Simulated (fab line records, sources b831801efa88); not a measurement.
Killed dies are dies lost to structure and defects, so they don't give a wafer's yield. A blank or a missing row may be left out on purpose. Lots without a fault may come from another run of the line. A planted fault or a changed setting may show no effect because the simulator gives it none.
fab line records | flow sky130 | part 2 of 2: steps 31 to 44 of 44
record lots=5 wafers=15 last_day=49
route steps=708 shown VT_ADJUST_LVTN@101 VT_ADJUST_NCORE@119 VT_ADJUST_HVTR@131 VT_ADJUST_PCH@143
lots that met no fault: from a run of the same line without faults
start_h: hours from the record's first day to the start of the lot's first wafer shown | wait_h: hours since the lot's step before | " the same as in the row above | L1.1+2: a row that stands for several wafers | - no value, or no start given | * or withheld: withheld | < > ~ a bound
route shown NAME@n: a module of which the file shows steps, and the number in the route of the first | usual: mean/standard deviation of fault-free wafers | same: alike in all rows | chamber/n: place in a boat | sites: the reading at each site | _std_site: their standard deviation | _edge_site: outer sites' mean less inner sites' | radius_mm: how far each site lies from the wafer's centre | mask NAME#n: copy n | behind: the tool/chamber that last shaped the wafer | hold: why the lot was held/for how many hours/how that ended | device: the transistor (n, p or np) that didn't switch | end of line: the same wafers' tests at the end of the route | a step without rows: its recipe alone | killed: dies lost to structure and defects at the first sort, not the wafer's yield | map: a wafer's dies, x killed, . not, _ none there
set.NAME: the setting as run; set.NAME@STEP: as run at that earlier step | model.NAME: the simulator's own value behind a step, which no gauge read
lots at some steps of the route; a table a step, a row a wafer
services: from which hour (start_h, from the record's first day; less than 0 if before it) a tool's chamber was out of use, for how many hours, and why
## steps
# step SKY_VT_ADJUST_HVTR_DEHYDRATE_00
# recipe temp_c=200 time_s=60
# columns lot.wafer tool chamber start_h wait_h
L078.1+5+6 litho_track-01 0 222.34 10.0
L081.1+3+5 litho_track-01 0 242.09 11.1
L083.1+3+6 litho_track-01 0 253.09 11.1
L088.1+2+6 litho_track-04 0 288.12 11.1
L093.2+5+6 litho_track-03 0 327.87 12.0
# step SKY_VT_ADJUST_HVTR_HMDS_01
# recipe prime_time_s=60 prime_temp_c=120
# columns lot.wafer tool chamber start_h wait_h
L078.1+5+6 litho_track-01 0 222.49 0.1
L081.1+3+5 litho_track-01 0 242.24 0.1
L083.1+3+6 litho_track-01 0 253.24 0.1
L088.1+2+6 litho_track-04 0 288.27 0.1
L093.2+5+6 litho_track-03 0 328.02 0.1
# step SKY_VT_ADJUST_HVTR_COAT_02
# recipe resist=NOVOLAK spin_rpm=3000 resist_thk_nm=1140
# columns lot.wafer tool chamber start_h wait_h
L078.1+5+6 litho_track-01 0 222.64 0.1
L081.1+3+5 litho_track-01 0 242.39 0.1
L083.1+3+6 litho_track-01 0 253.39 0.1
L088.1+2+6 litho_track-04 0 288.42 0.1
L093.2+5+6 litho_track-03 0 328.17 0.1
# step SKY_VT_ADJUST_HVTR_SOFTBAKE_03
# recipe temp_c=90 time_s=60 resist=NOVOLAK
# columns lot.wafer tool chamber start_h wait_h
L078.1+5+6 litho_track-01 0 222.79 0.1
L081.1+3+5 litho_track-01 0 242.54 0.1
L083.1+3+6 litho_track-01 0 253.54 0.1
L088.1+2+6 litho_track-04 0 288.57 0.1
L093.2+5+6 litho_track-03 0 328.32 0.1
# step SKY_VT_ADJUST_HVTR_EXPOSE_04
# recipe mask_id=HVTRM target_cd_nm=380 na=0.6 source_shape=conventional sigma_outer=0.6 dose_mj=150
# usual stage_vel_mm_s=499.97/0.25
# same sigma_outer=0.6
# columns lot.wafer tool chamber start_h wait_h mask stage_vel_mm_s
L078.1 iline_stepper-02 0 - - HVTRM#0 499.83
L078.5 " 0 " " HVTRM#0 500.07
L078.6 " 0 " " HVTRM#0 499.89
L081.1 iline_stepper-02 0 - - HVTRM#0 500.53
L081.3 " 0 " " HVTRM#0 500.20
L081.5 " 0 " " HVTRM#0 500.27
L083.1 iline_stepper-01 0 - - HVTRM#0 500.08
L083.3 " 0 " " HVTRM#0 499.65
L083.6 " 0 " " HVTRM#0 500.07
L088.1 iline_stepper-02 0 - - HVTRM#0 500.18
L088.2 " 0 " " HVTRM#0 500.04
L088.6 " 0 " " HVTRM#0 499.88
L093.2 iline_stepper-01 0 - - HVTRM#0 500.00
L093.5 " 0 " " HVTRM#0 500.13
L093.6 " 0 " " HVTRM#0 499.79
# step SKY_VT_ADJUST_HVTR_PEB_05
# recipe temp_c=withheld time_s=* resist=NOVOLAK
# columns lot.wafer tool chamber start_h wait_h
L078.1+5+6 litho_track-03 0 - -
L081.1+3+5 litho_track-03 0 - -
L083.1+3+6 litho_track-03 0 - -
L088.1+2+6 litho_track-03 0 - -
L093.2+5+6 litho_track-03 0 - -
# step SKY_VT_ADJUST_HVTR_DEVELOP_06
# recipe develop_time_s=60 dev_temp_c=23
# columns lot.wafer tool chamber start_h wait_h
L078.1+5+6 litho_track-03 0 234.29 0.1
L081.1+3+5 litho_track-03 0 253.99 0.1
L083.1+3+6 litho_track-03 0 265.14 0.1
L088.1+2+6 litho_track-03 0 299.59 0.1
L093.2+5+6 litho_track-03 0 341.77 0.1
# step SKY_VT_ADJUST_HVTR_CD_MEAS_07
# recipe target_cd_nm=380
# usual cd_nm=379.2/1.9
# columns lot.wafer tool chamber start_h wait_h cd_nm
L078.1 cd_sem-01 - 234.44 0.1 379.6
L078.5 " - " " 379.3
L078.6 " - " " 379.7
L081.1 cd_sem-02 - 254.14 0.1 383.8
L081.3 " - " " 381.6
L081.5 " - " " 380.9
L083.1 cd_sem-02 - 265.29 0.1 377.8
L083.3 " - " " 379.6
L083.6 " - " " 380.8
L088.1 cd_sem-01 - 299.74 0.1 381.5
L088.2 " - " " 381.4
L088.6 " - " " 379.8
L093.2 cd_sem-01 - 341.91 0.1 380.2
L093.5 " - " " 381.6
L093.6 " - " " 378.7
# step SKY_VT_ADJUST_HVTR_OVL_MEAS_08
# usual VT_ADJUST_HVTR_OVL=0.9/1.4
# columns lot.wafer tool chamber start_h wait_h VT_ADJUST_HVTR_OVL[nm]
L078.1 overlay-01 - 234.56 0.1 0.8
L078.5 " - " " 3.4
L078.6 " - " " 0.8
L081.1 overlay-01 - 254.26 0.1 0.9
L081.3 " - " " -1.5
L081.5 " - " " -0.3
L083.1 overlay-02 - 265.41 0.1 -2.1
L083.3 " - " " -1.8
L083.6 " - " " 0.3
L088.1 overlay-01 - 299.86 0.1 -0.3
L088.2 " - " " -1.2
L088.6 " - " " -0.3
L093.2 overlay-01 - 342.02 0.1 0.0
L093.5 " - " " 1.2
L093.6 " - " " 1.5
# step SKY_VT_ADJUST_HVTR_IMPLANT_09
# recipe species=B energy_kev=10 dose_cm2=2.1e+12 tilt_deg=withheld
# columns lot.wafer tool chamber start_h wait_h
L078.1+5+6 implanter-04 0 234.60 0.0
L081.1+3+5 implanter-01 0 254.30 0.0
L083.1+3+6 implanter-01 0 265.45 0.0
L088.1+2+6 implanter-01 0 299.90 0.0
L093.2+5+6 implanter-04 0 342.07 0.0
# step SKY_VT_ADJUST_HVTR_STRIP_10
# recipe chemistry=O2/N2 power_w=1400 pressure_mtorr=1500 platen_temp_c=withheld o2_flow_sccm=3000 n2_flow_sccm=300 overash_fraction=0.5
# usual drypump_motor_current_A=5.63/0.2 oes_product_au=0.715/0.0049 strip_time_to_endpoint_s=14.19/0.039
# columns lot.wafer tool chamber start_h wait_h drypump_motor_current_A oes_product_au rf_hours_counter_h strip_time_to_endpoint_s
L078.1 plasma_asher-03 0 234.75 0.1 5.62 0.722 54 14.22
L078.5 " 1 " " 5.67 0.715 - 14.22
L078.6 " 0 " " 5.61 0.721 - 14.17
L081.1 plasma_asher-03 0 254.45 0.1 5.62 0.714 56 14.16
L081.3 " 1 " " 5.71 0.723 - 14.19
L081.5 " 1 " " 5.70 0.715 - 14.16
L083.1 plasma_asher-01 0 265.60 0.1 5.48 0.707 60 14.19
L083.3 " 1 " " 5.95 0.716 - 14.19
L083.6 " 1 " " 5.96 0.713 - 14.21
L088.1 plasma_asher-02 0 300.05 0.1 5.35 0.721 47 14.20
L088.2 " 1 " " 5.61 0.721 47 14.18
L088.6 " 1 " " 5.61 0.718 - 14.21
L093.2 plasma_asher-02 0 342.20 0.1 5.36 0.718 52 14.19
L093.5 " 1 " " 5.58 0.718 - 14.19
L093.6 " 0 " " 5.36 0.706 - 14.19
# step SKY_VT_ADJUST_HVTR_TW_MEAS_11
# usual VT_ADJUST_HVTR_TW=212.5/1.2
# columns lot.wafer tool chamber start_h wait_h VT_ADJUST_HVTR_TW
L078.1 film_metro-02 - 234.85 0.1 213.2
L078.5 " - " " 213.8
L078.6 " - " " 212.4
L081.1 film_metro-02 - 254.55 0.1 211.2
L081.3 " - " " 212.3
L081.5 " - " " 211.8
L083.1 film_metro-04 - 265.70 0.1 212.4
L083.3 " - " " 211.2
L083.6 " - " " 211.8
L088.1 film_metro-02 - 300.15 0.1 209.7
L088.2 " - " " 208.8
L088.6 " - " " 207.9
L093.2 film_metro-01 - 342.31 0.1 213.4
L093.5 " - " " 214.3
L093.6 " - " " 213.1
# step SKY_VT_ADJUST_PCH_DEHYDRATE_00
# recipe temp_c=200 time_s=60
# columns lot.wafer tool chamber start_h wait_h
L078.1+5+6 litho_track-02 0 245.18 10.3
L081.1+3+5 litho_track-02 0 265.73 11.2
L083.1+3+6 litho_track-03 0 276.04 10.3
L088.1+2+6 litho_track-02 0 311.33 11.2
L093.2+5+6 litho_track-01 0 355.61 13.3
# step SKY_VT_ADJUST_PCH_HMDS_01
# recipe prime_time_s=60 prime_temp_c=120
# columns lot.wafer tool chamber start_h wait_h
L078.1+5+6 litho_track-02 0 245.33 0.1
L081.1+3+5 litho_track-02 0 265.88 0.1
L083.1+3+6 litho_track-03 0 276.19 0.1
L088.1+2+6 litho_track-02 0 311.48 0.1
L093.2+5+6 litho_track-01 0 355.76 0.1
## services
# columns tool chamber start_h hours kind
iline_stepper-02 - 143.20 2.1 pm
iline_stepper-01 - 145.32 1.7 pm
implanter-01 - 160.12 2.7 pm
iline_stepper-02 - 160.84 10.6 repair
plasma_asher-02 - 179.21 4.6 repair
plasma_asher-01 - 189.02 2.8 pm
plasma_asher-02 - 197.42 2.8 pm
plasma_asher-01 - 206.80 1.6 repair
iline_stepper-02 - 213.50 4.4 pm
plasma_asher-03 - 227.99 5.0 repair
plasma_asher-04 - 231.82 2.7 repair
implanter-04 - 237.74 0.9 repair
implanter-01 - 237.99 2.9 repair
implanter-02 - 248.99 2.6 repair
implanter-04 - 251.19 12.7 pm
implanter-01 - 258.92 2.4 repair
implanter-01 - 288.26 2.2 pm
implanter-04 - 307.26 1.9 repair
iline_stepper-02 - 308.13 1.1 repair
plasma_asher-03 - 322.64 28.1 pm
iline_stepper-02 - 326.95 8.9 pm
plasma_asher-02 - 335.01 0.8 repair
implanter-04 - 338.77 1.6 repair
iline_stepper-02 - 346.81 1.7 pm
